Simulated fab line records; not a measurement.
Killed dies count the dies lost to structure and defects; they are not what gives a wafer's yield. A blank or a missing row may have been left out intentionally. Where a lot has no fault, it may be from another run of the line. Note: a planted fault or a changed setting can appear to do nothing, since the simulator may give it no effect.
fab line records | flow sfq-line
record: lots: 6 | wafers: 18 | last-day: 94
route steps=325 shown M0@39 I0@43
lots with no fault: from the same line, run without faults
start-h: hours from the record's opening day to when the first of the lot's shown wafers began | wait-h: hours since the lot's step before | " unchanged from the row above | L1.1+2: several wafers, shown together as one row | - value missing, or start not given | * or withheld: withheld | < > ~ a bound
route shown NAME@n: names a module that has steps shown in the file, with the first one's number in the route | usual: mean/standard deviation of fault-free wafers | same: alike in all rows | chamber/n: place in a boat | sites: readings site by site | _std_site: their standard deviation | _edge_site: the outer-site mean with the inner-site mean subtracted | radius-mm: how far each site lies from the wafer's centre | mask NAME#n: copy n | behind: the last tool/chamber to shape the wafer | hold: the reason the lot was held/the length of the hold in hours/how it ended | device: names the non-switching transistor (n, p or np) | end of line: the same wafers' tests at the end of the route | a step given without rows: its recipe and nothing more | killed: dies that structure and defects cost at the first sort, which is not the same as the wafer's yield | map: a wafer's dies, marking killed ones x, the rest . and places with no die _
set.NAME: the run value of the setting; set.NAME@STEP: its run value at that earlier step | model.NAME: the simulator's own value behind a step, which no gauge read
lots seen at some steps along the route; tables by step, rows by wafer
services: when a tool's chamber went out of use (start-h, in hours from the record's first day, below 0 if earlier), for how many hours, and the reason
== steps ==
step: SFQ_TRILAYER_M0_BARC_OPEN_METAL_ETCH_031
recipe: mask-material: PR | chemistry: O2 | target-depth-nm: 125 | target: BARC | icp-w: 600 | bias-w: 80 | pressure-mtorr: 10 | time-s: 41.7
usual: drypump-motor-current-A: 5.6/0.61 | oes-product-au: 0.684/0.0048
same: time-s: 41.7
lot.wafer | tool         | chamber | start-h | wait-h | drypump-motor-current-A | oes-product-au | rf-hours-counter-h
L266.1    | rie-metal-02 | 0       | 150.65  | 0.0    | 4.6                     | 0.686          | 73
L266.4    | "            | 0       | "       | "      | 4.6                     | 0.689          | -
L266.6    | "            | 1       | "       | "      | 5.2                     | 0.680          | -
L276.1    | rie-metal-04 | 0       | 227.55  | 0.0    | 5.6                     | 0.683          | 28
L276.3    | "            | 0       | "       | "      | 5.6                     | 0.686          | -
L276.5    | "            | 1       | "       | "      | 6.5                     | 0.686          | -
L277.1    | rie-metal-03 | 0       | 236.12  | 0.0    | 5.9                     | 0.675          | 192
L277.5    | "            | 1       | "       | "      | 5.7                     | 0.681          | -
L277.6    | "            | 0       | "       | "      | 5.9                     | 0.693          | -
L279.2    | rie-metal-02 | 1       | 258.75  | 0.0    | 5.3                     | 0.682          | 62
L279.3    | "            | 0       | "       | "      | 4.6                     | 0.683          | -
L279.4    | "            | 1       | "       | "      | 5.3                     | 0.682          | -
L283.4    | rie-metal-04 | 1       | 285.17  | 0.0    | 6.6                     | 0.687          | -
L283.5    | "            | 0       | "       | "      | 5.6                     | 0.683          | -
L283.6    | "            | 1       | "       | "      | 6.6                     | 0.682          | -
L286.2    | rie-metal-02 | 1       | 298.40  | 0.0    | 5.2                     | 0.678          | 70
L286.3    | "            | 0       | "       | "      | 4.6                     | 0.680          | -
L286.6    | "            | 1       | "       | "      | 5.3                     | 0.685          | -
step: SFQ_TRILAYER_M0_ETCH_METAL_ETCH_024
recipe: target: Nb | stop-on: SiO2 | mask-material: PR | chemistry: Cl2/Ar | target-depth-nm: 240 | icp-w: 600 | bias-w: 80 | pressure-mtorr: 10 | time-s: 120
usual: drypump-motor-current-A: 5.6/0.61 | oes-product-au: 0.893/0.0075
same: time-s: 120
lot.wafer | tool         | chamber | start-h | wait-h | drypump-motor-current-A | oes-product-au | rf-hours-counter-h
L266.1    | rie-metal-02 | 0       | 150.71  | 0.0    | 4.6                     | 0.883          | 74
L266.4    | "            | 0       | "       | "      | 4.6                     | 0.883          | -
L266.6    | "            | 1       | "       | "      | 5.2                     | 0.893          | -
L276.1    | rie-metal-04 | 0       | 227.61  | 0.0    | 5.6                     | 0.896          | 28
L276.3    | "            | 0       | "       | "      | 5.6                     | 0.893          | -
L276.5    | "            | 1       | "       | "      | 6.6                     | 0.898          | -
L277.1    | rie-metal-03 | 0       | 236.18  | 0.0    | 5.9                     | 0.892          | 192
L277.5    | "            | 1       | "       | "      | 5.8                     | 0.904          | -
L277.6    | "            | 0       | "       | "      | 5.9                     | 0.902          | -
L279.2    | rie-metal-02 | 1       | 258.81  | 0.0    | 5.3                     | 0.888          | 62
L279.3    | "            | 0       | "       | "      | 4.6                     | 0.889          | -
L279.4    | "            | 1       | "       | "      | 5.3                     | 0.895          | -
L283.4    | rie-metal-04 | 1       | 285.26  | 0.1    | 6.6                     | 0.901          | -
L283.5    | "            | 0       | "       | "      | 5.6                     | 0.896          | -
L283.6    | "            | 1       | "       | "      | 6.6                     | 0.895          | -
L286.2    | rie-metal-02 | 1       | 298.46  | 0.0    | 5.3                     | 0.900          | 70
L286.3    | "            | 0       | "       | "      | 4.6                     | 0.894          | -
L286.6    | "            | 1       | "       | "      | 5.2                     | 0.893          | -
step: SFQ_TRILAYER_M0_STRIP_STRIP_025
recipe: gas: O2 | power-w: 200 | platen-temp-c: 40 | overash-fraction: 0.65 | chemistry: O2 | pressure-mtorr: 50
usual: drypump-motor-current-A: 5.6/0.61 | oes-product-au: 0.996/0.0079
lot.wafer | tool         | chamber | start-h | wait-h | drypump-motor-current-A | oes-product-au | rf-hours-counter-h
L266.1    | rie-metal-02 | 0       | 150.84  | 0.1    | 4.6                     | 1.008          | 74
L266.4    | "            | 0       | "       | "      | 4.6                     | 0.998          | -
L266.6    | "            | 1       | "       | "      | 5.2                     | 0.983          | -
L276.1    | rie-metal-04 | 0       | 227.74  | 0.1    | 5.6                     | 0.995          | 28
L276.3    | "            | 0       | "       | "      | 5.6                     | 0.997          | -
L276.5    | "            | 1       | "       | "      | 6.6                     | 1.008          | -
L277.1    | rie-metal-03 | 0       | 236.31  | 0.1    | 5.9                     | 1.008          | 192
L277.5    | "            | 1       | "       | "      | 5.7                     | 1.004          | -
L277.6    | "            | 0       | "       | "      | 5.9                     | 0.996          | -
L279.2    | rie-metal-02 | 1       | 258.94  | 0.1    | 5.2                     | 1.004          | 62
L279.3    | "            | 0       | "       | "      | 4.6                     | 0.996          | -
L279.4    | "            | 1       | "       | "      | 5.3                     | 0.999          | -
L283.4    | rie-metal-04 | 1       | 285.54  | 0.2    | 6.6                     | 0.990          | -
L283.5    | "            | 0       | "       | "      | 5.6                     | 1.011          | -
L283.6    | "            | 1       | "       | "      | 6.6                     | 0.995          | -
L286.2    | rie-metal-02 | 1       | 298.59  | 0.1    | 5.2                     | 0.990          | 70
L286.3    | "            | 0       | "       | "      | 4.6                     | 0.993          | -
L286.6    | "            | 1       | "       | "      | 5.2                     | 0.998          | -
step: SFQ_TRILAYER_M0_STRIP_SOLV_CLEAN_026
recipe: chemistry: NMP | temp-c: 70 | time-s: 600
step: SFQ_TRILAYER_I0_DEP_PECVD_027
recipe: material: SiO2 | temp-c: 150 | time-s: 111.11 | pressure-torr: 2.4 | rf-w: 183.3 | precursor: SiH4/N2O | target-thk-nm: 500
usual: heater-power-w: 85/18 | showerhead-vpp-V: 829/36 | throttle-valve-pct: 25.2/1
same: time-s: 111.11
lot.wafer | tool     | chamber | start-h | wait-h | heater-power-w | showerhead-vpp-V | since-wet-clean-h | throttle-valve-pct
L266.1    | pecvd-02 | 1       | 151.61  | 0.0    | 89             | 822              | 1435              | 26.6
L266.4    | "        | 0       | "       | "      | 82             | 846              | -                 | 26.6
L266.6    | "        | 0       | "       | "      | 88             | 839              | -                 | 26.8
L276.1    | pecvd-02 | 2       | 228.51  | 0.0    | 57             | 851              | 20                | 23.2
L276.3    | "        | 0       | "       | "      | 69             | 841              | 20                | 22.8
L276.5    | "        | 0       | "       | "      | 72             | 845              | -                 | 22.7
L277.1    | pecvd-03 | 1       | 237.08  | 0.0    | 97             | 777              | 782               | 25.9
L277.5    | "        | 1       | "       | "      | 83             | 784              | -                 | 25.9
L277.6    | "        | 2       | "       | "      | 98             | 851              | -                 | 25.6
L279.2    | pecvd-02 | 1       | 259.71  | 0.0    | 76             | 807              | 51                | 23.4
L279.3    | "        | 0       | "       | "      | 77             | 826              | 51                | 23.1
L279.4    | "        | 2       | "       | "      | 55             | 857              | -                 | 23.7
L283.4    | pecvd-03 | 2       | 286.15  | 0.0    | 94             | 850              | -                 | 25.5
L283.5    | "        | 0       | "       | "      | 126            | 827              | -                 | 25.0
L283.6    | "        | 1       | "       | "      | 93             | 780              | -                 | 26.0
L286.2    | pecvd-03 | 1       | 299.38  | 0.0    | 92             | 787              | 844               | 26.1
L286.3    | "        | 2       | "       | "      | 84             | 840              | 844               | 25.3
L286.6    | "        | 1       | "       | "      | 93             | 787              | -                 | 26.1
step: SFQ_TRILAYER_I0_CMP_CMP_028
recipe: material: SiO2 | down-force-psi: 3 | platen-rpm: 60 | pad-velocity-m-s: 0.94248
usual: motor-current-A: 10.2/0.9 | time-to-endpoint-s: 212/8.8
lot.wafer | tool   | chamber | start-h | wait-h | motor-current-A | time-to-endpoint-s
L266.1    | cmp-01 | 3       | 152.23  | 0.6    | 9.5             | 196
L266.4    | "      | 1       | 153.23  | 1.5    | 12.1            | 219
L266.6    | "      | 2       | "       | "      | 10.3            | 230
L276.1    | cmp-02 | 1       | 233.72  | 5.2    | 11.0            | 192
L276.3    | "      | 3       | 234.72  | 6.2    | 10.4            | 205
L276.5    | "      | 1       | 235.72  | 7.1    | 11.0            | 217
L277.1    | cmp-02 | 2       | 241.72  | 4.6    | 9.7             | 226
L277.6    | "      | 0       | 242.72  | 5.5    | 10.0            | 230
L277.5    | "      | 1       | "       | "      | 10.3            | 217
L279.3    | cmp-02 | 3       | 259.79  | 0.0    | 10.4            | 208
L279.4    | "      | 0       | "       | "      | 10.1            | 226
L279.2    | "      | 1       | "       | "      | 10.4            | 206
L283.4    | cmp-01 | 2       | 288.18  | 2.0    | 10.0            | 229
L283.6    | "      | 2       | 290.18  | 4.0    | 10.1            | 230
L283.5    | "      | 3       | "       | "      | 9.7             | 222
L286.3    | cmp-02 | 1       | 305.40  | 6.0    | 10.9            | 198
L286.2    | "      | 3       | 306.40  | 7.0    | 10.8            | 195
L286.6    | "      | 1       | 307.40  | 7.9    | 10.6            | 202
step: SFQ_I0_BOW_MEAS_907
recipe: mode: bow
usual: I0_BOW: 0/6.9
lot.wafer | tool          | chamber | start-h | wait-h | I0_BOW[um]
L266.1    | film-metro-04 | -       | 154.73  | 2.0    | 8
L266.4    | "             | -       | "       | "      | -5
L266.6    | "             | -       | "       | "      | 6
L276.1    | film-metro-01 | -       | 236.72  | 2.5    | 4
L276.3    | "             | -       | "       | "      | 7
L276.5    | "             | -       | "       | "      | 4
L277.1    | film-metro-02 | -       | 243.72  | 1.5    | -3
L277.5    | "             | -       | "       | "      | 4
L277.6    | "             | -       | "       | "      | 5
L279.2    | film-metro-04 | -       | 262.81  | 1.5    | 5
L279.3    | "             | -       | "       | "      | 3
L279.4    | "             | -       | "       | "      | 2
L283.4    | film-metro-02 | -       | 291.24  | 2.6    | 17
L283.5    | "             | -       | "       | "      | 10
L283.6    | "             | -       | "       | "      | 16
L286.2    | film-metro-01 | -       | 308.42  | 1.5    | 15
L286.3    | "             | -       | "       | "      | 7
L286.6    | "             | -       | "       | "      | -5
step: SFQ_TRILAYER_I0_METRO_MEASURE_029
step: SFQ_TRILAYER_I0_VIA_LITHO_COAT_036
recipe: resist: BARC | spin-rpm: 3000 | resist-thk-nm: 62
step: SFQ_TRILAYER_I0_VIA_LITHO_COAT_031
recipe: resist: KrF | spin-rpm: 3000 | resist-thk-nm: 650
step: SFQ_TRILAYER_I0_VIA_LITHO_SOFTBAKE_035
recipe: temp-c: withheld | time-s: withheld | resist: KrF
step: SFQ_TRILAYER_I0_VIA_LITHO_EXPOSE_032
recipe: mask-id: I0 | na: 0.6 | source-shape: conventional | sigma-outer: 0.65 | target-cd-nm: 500 | dose-mj: 21.3
step: SFQ_TRILAYER_I0_VIA_LITHO_PEB_034
recipe: peb-temp-c: 115 | peb-time-s: 60 | resist: KrF
usual: heater-power-total-W: 79.15/0.068
lot.wafer | tool           | chamber | start-h | wait-h | heater-power-total-W
L266.1    | litho-track-02 | 0       | 206.07  | 1.0    | 79.17
L266.4    | "              | 0       | "       | "      | 79.20
L266.6    | "              | 0       | "       | "      | 79.28
L276.1    | litho-track-02 | 0       | 283.62  | 1.0    | 87.38
L276.3    | "              | 0       | "       | "      | 87.48
L276.5    | "              | 0       | "       | "      | 87.54
L277.1    | litho-track-02 | 0       | 289.62  | 1.0    | 87.55
L277.5    | "              | 0       | "       | "      | 87.39
L277.6    | "              | 0       | "       | "      | 87.61
L279.2    | litho-track-01 | 0       | 313.95  | 0.8    | 79.17
L279.3    | "              | 0       | "       | "      | 79.23
L279.4    | "              | 0       | "       | "      | 79.13
L283.4    | litho-track-01 | 0       | 342.80  | 0.5    | 79.17
L283.5    | "              | 0       | "       | "      | 79.09
L283.6    | "              | 0       | "       | "      | 79.15
L286.2    | litho-track-04 | 0       | 362.72  | 0.8    | 79.27
L286.3    | "              | 0       | "       | "      | 79.11
L286.6    | "              | 0       | "       | "      | 79.21
step: SFQ_TRILAYER_I0_VIA_LITHO_DEVELOP_033
recipe: time-s: 60 | resist: KrF
step: SFQ_I0_OVL_MEAS_908
usual: I0_OVL: 1/6.2
lot.wafer | tool       | chamber | start-h | wait-h | I0_OVL[nm]
L266.1    | overlay-02 | -       | 206.37  | 0.1    | 3
L266.4    | "          | -       | "       | "      | -3
L266.6    | "          | -       | "       | "      | -6
L276.1    | overlay-02 | -       | 283.92  | 0.1    | 6
L276.3    | "          | -       | "       | "      | -1
L276.5    | "          | -       | "       | "      | 8
L277.1    | overlay-01 | -       | 289.92  | 0.1    | -6
L277.5    | "          | -       | "       | "      | -2
L277.6    | "          | -       | "       | "      | -6
L279.2    | overlay-02 | -       | 314.23  | 0.1    | -10
L279.3    | "          | -       | "       | "      | -12
L279.4    | "          | -       | "       | "      | -13
L283.4    | overlay-02 | -       | 343.04  | 0.1    | 7
L283.5    | "          | -       | "       | "      | 12
L283.6    | "          | -       | "       | "      | 6
L286.2    | overlay-01 | -       | 363.00  | 0.1    | -6
L286.3    | "          | -       | "       | "      | -2
L286.6    | "          | -       | "       | "      | -6
step: SFQ_TRILAYER_I0_VIA_BARC_OPEN_VIA_ETCH_046
recipe: mask-material: PR | chemistry: O2 | target-depth-nm: 125 | target: BARC | source-w: 500 | bias-w: 80 | pressure-mtorr: 30 | time-s: 41.7
usual: drypump-motor-current-A: 5.7/0.36 | oes-product-au: 0.685/0.0044
same: time-s: 41.7
lot.wafer | tool        | chamber | start-h | wait-h | drypump-motor-current-A | oes-product-au | rf-hours-counter-h | model.I0.cd-nm
L266.1    | rie-diel-01 | 0       | 206.40  | 0.0    | 5.2                     | 0.678          | 1                  | 498.7
L266.4    | "           | 1       | "       | "      | 6.1                     | 0.684          | 34                 | 499.4
L266.6    | "           | 0       | "       | "      | 5.2                     | 0.688          | -                  | 498.9
L276.1    | rie-diel-02 | 0       | 283.95  | 0.0    | 5.6                     | 0.685          | 9                  | 451.3
L276.3    | "           | 1       | "       | "      | 5.5                     | 0.679          | 85                 | 451.3
L276.5    | "           | 1       | "       | "      | 5.5                     | 0.687          | -                  | 452.4
L277.1    | rie-diel-01 | 3       | 289.95  | 0.0    | 5.9                     | 0.683          | 11                 | 451.3
L277.5    | "           | 2       | "       | "      | 5.6                     | 0.690          | -                  | 451.9
L277.6    | "           | 1       | "       | "      | 6.1                     | 0.687          | -                  | 451.2
L279.2    | rie-diel-01 | 3       | 314.26  | 0.0    | 5.9                     | 0.691          | 11                 | 500.9
L279.3    | "           | 2       | "       | "      | 5.6                     | 0.685          | 115                | 500.6
L279.4    | "           | 0       | "       | "      | 5.2                     | 0.680          | 2                  | 500.3
L283.4    | rie-diel-03 | 0       | 343.06  | 0.0    | 5.9                     | 0.692          | 7                  | 500.1
L283.5    | "           | 1       | "       | "      | 5.8                     | 0.678          | -                  | 501.5
L283.6    | "           | 2       | "       | "      | 5.6                     | 0.682          | -                  | 501.9
L286.2    | rie-diel-02 | 3       | 363.03  | 0.0    | 5.2                     | 0.681          | 51                 | 501.1
L286.3    | "           | 0       | "       | "      | 5.7                     | 0.685          | 10                 | 499.7
L286.6    | "           | 0       | "       | "      | 5.7                     | 0.682          | -                  | 503
step: SFQ_TRILAYER_I0_VIA_ETCH_VIA_ETCH_034
recipe: target: SiO2 | stop-on: Nb | mask-material: PR | taper-deg: 20 | chemistry: CHF3 | target-depth-nm: 260 | source-w: 500 | bias-w: 80 | pressure-mtorr: 30 | time-s: withheld
usual: drypump-motor-current-A: 5.7/0.36 | oes-product-au: 0.854/0.0048
lot.wafer | tool        | chamber | start-h | wait-h | drypump-motor-current-A | oes-product-au | model.I0.cd-nm
L266.1    | rie-diel-01 | 0       | 206.44  | 0.0    | 5.2                     | 0.858          | 498.6
L266.4    | "           | 1       | "       | "      | 6.1                     | 0.852          | 497.3
L266.6    | "           | 0       | "       | "      | 5.2                     | 0.850          | 498.5
L276.1    | rie-diel-02 | 0       | 283.99  | 0.0    | 5.6                     | 0.848          | 449.1
L276.3    | "           | 1       | "       | "      | 5.4                     | 0.852          | 452.7
L276.5    | "           | 1       | "       | "      | 5.5                     | 0.852          | 453.6
L277.1    | rie-diel-01 | 3       | 289.99  | 0.0    | 5.9                     | 0.856          | 450.9
L277.5    | "           | 2       | "       | "      | 5.6                     | 0.850          | 448.6
L277.6    | "           | 1       | "       | "      | 6.1                     | 0.862          | 450.1
L279.2    | rie-diel-01 | 3       | 314.30  | 0.0    | 5.9                     | 0.846          | 500.8
L279.3    | "           | 2       | "       | "      | 5.6                     | 0.851          | 499
L279.4    | "           | 0       | "       | "      | 5.2                     | 0.857          | 501.3
L283.4    | rie-diel-03 | 0       | 343.10  | 0.0    | 5.9                     | 0.864          | 497.3
L283.5    | "           | 1       | "       | "      | 5.8                     | 0.849          | 502.3
L283.6    | "           | 2       | "       | "      | 5.6                     | 0.857          | 501.6
L286.2    | rie-diel-02 | 3       | 363.07  | 0.0    | 5.2                     | 0.848          | 501.9
L286.3    | "           | 0       | "       | "      | 5.6                     | 0.853          | 499.9
L286.6    | "           | 0       | "       | "      | 5.6                     | 0.857          | 502
step: SFQ_TRILAYER_I0_VIA_STRIP_STRIP_035
recipe: gas: O2 | power-w: 200 | platen-temp-c: 40 | overash-fraction: 0.65 | chemistry: O2 | pressure-mtorr: 50
== services ==
tool         | chamber | start-h | hours | kind
pecvd-03     | -       | 130.81  | 6.0   | pm
pecvd-02     | 2       | 147.35  | 13.6  | repair
pecvd-02     | -       | 159.02  | 2.8   | pm
cmp-01       | -       | 166.73  | 4.6   | pm
pecvd-03     | -       | 173.47  | 2.8   | pm
rie-diel-01  | -       | 185.95  | 1.1   | repair
pecvd-02     | -       | 194.25  | 14.0  | pm
rie-diel-02  | 0       | 200.11  | 16.2  | repair
rie-metal-04 | 0       | 204.06  | 15.5  | repair
cmp-01       | -       | 228.41  | 2.3   | repair
rie-diel-01  | -       | 229.71  | 14.6  | pm
pecvd-03     | 0       | 235.97  | 5.7   | repair
cmp-02       | -       | 236.72  | 4.0   | pm
cmp-01       | -       | 247.02  | 1.6   | repair
cmp-02       | -       | 256.53  | 1.5   | repair
rie-metal-03 | 0       | 265.87  | 2.5   | repair
rie-diel-02  | 3       | 267.10  | 4.9   | repair
rie-diel-01  | 2       | 268.36  | 10.2  | repair
rie-diel-03  | 0       | 289.13  | 4.0   | repair
rie-diel-01  | -       | 330.05  | 2.0   | repair
rie-diel-02  | -       | 330.43  | 0.3   | repair
rie-diel-02  | 0       | 333.78  | 4.0   | repair
rie-metal-04 | -       | 354.14  | 0.6   | repair
cmp-02       | -       | 357.25  | 2.1   | repair
== key ==
first-sign: step: SFQ_TRILAYER_I0_VIA_LITHO_PEB_034 | reading: heater-power-total-W | direction: up | sigmas: 99+ | usual: 79.15 | struck: 87.49
effect none on later readings
model-effect: step: SFQ_TRILAYER_I0_VIA_BARC_OPEN_VIA_ETCH_046 | value: I0.cd-nm | without: 499.5 | struck: 451.5
model-effect: step: SFQ_TRILAYER_I0_VIA_ETCH_VIA_ETCH_034 | value: I0.cd-nm | without: 498.8 | struck: 450.8
met-at SFQ_TRILAYER_I0_VIA_LITHO_PEB_034
struck-wafers L276.1,L276.3,L276.5,L277.1,L277.5,L277.6
onset-between 206.07 283.62
fault: kind: process-parameter-drift | tool: litho-track-02 | chamber: - | onset-h: 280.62 | steps: SFQ_TRILAYER_I0_VIA_LITHO_PEB_034 | channel: peb-time-s | offset: * | shape: step | end-h: 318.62 | acts-in: * | stated: *
